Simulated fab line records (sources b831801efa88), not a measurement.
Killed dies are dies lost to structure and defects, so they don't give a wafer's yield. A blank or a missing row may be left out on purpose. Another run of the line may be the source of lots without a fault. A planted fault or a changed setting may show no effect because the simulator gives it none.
Matching of chambers    flow gf180mcu    rieDiel-03 running GF_V4_ETCH_17: 4 sister chambers
The step etches SiO2 in C4F8/O2/Ar, stops on TiN, target depth 630 nm. 7 wafers are shown with their chamber, then 6 later ones without.

## WAFERS WITH THEIR CHAMBER
wafer   chamber  oesProductAu (a.u.)  biasW (W)
L506.6  1        0.863                1201
L508.6  0        0.859                1198
L512.2  1        0.859                1202
L512.3  2        0.855                1204
L512.4  3        0.856                1201
L513.1  3        0.856                1193
L513.3  2        0.864                1203

## WAFERS MISSING THEIR CHAMBER
wafer   oesProductAu (a.u.)  biasW (W)
L513.6  0.857                1197
L515.1  0.856                1198
L515.4  0.854                1195
L515.5  0.868                1207
L521.1  0.858                1196
L521.2  0.853                1198

## CHAMBER TAKEN BY EACH
wafer   from the rows above                in truth
L513.6  can't be placed: 3 or 0 or 1 or 2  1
L515.1  can't be placed: 3 or 0 or 1 or 2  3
L515.4  can't be placed: 3 or 0 or 1       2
L515.5  can't be placed: 2 or 1 or 0 or 3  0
L521.1  can't be placed: 3 or 0 or 1 or 2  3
L521.2  can't be placed: 3 or 0 or 1 or 2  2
0 of 6 placed correctly. Cannot be placed on the basis of these rows: 6; the candidates contain the true chamber in 5. Placed wrongly: 0.
How it was worked out, from the rows above alone: a wafer's distance from a chamber is the root of the sum, over the readings, of the square of ((its reading less the chamber's mean) divided by the reading's scatter). If the next closest chamber is less than 2 further off than the closest, the wafer can't be placed; otherwise it belongs to the closest. Each chamber's mean is taken over the wafers shown for it. How the scatter is found: for the shown wafers, subtract from each reading the mean of its chamber, square and add these, divide the total by (wafers less chambers), then take the root.
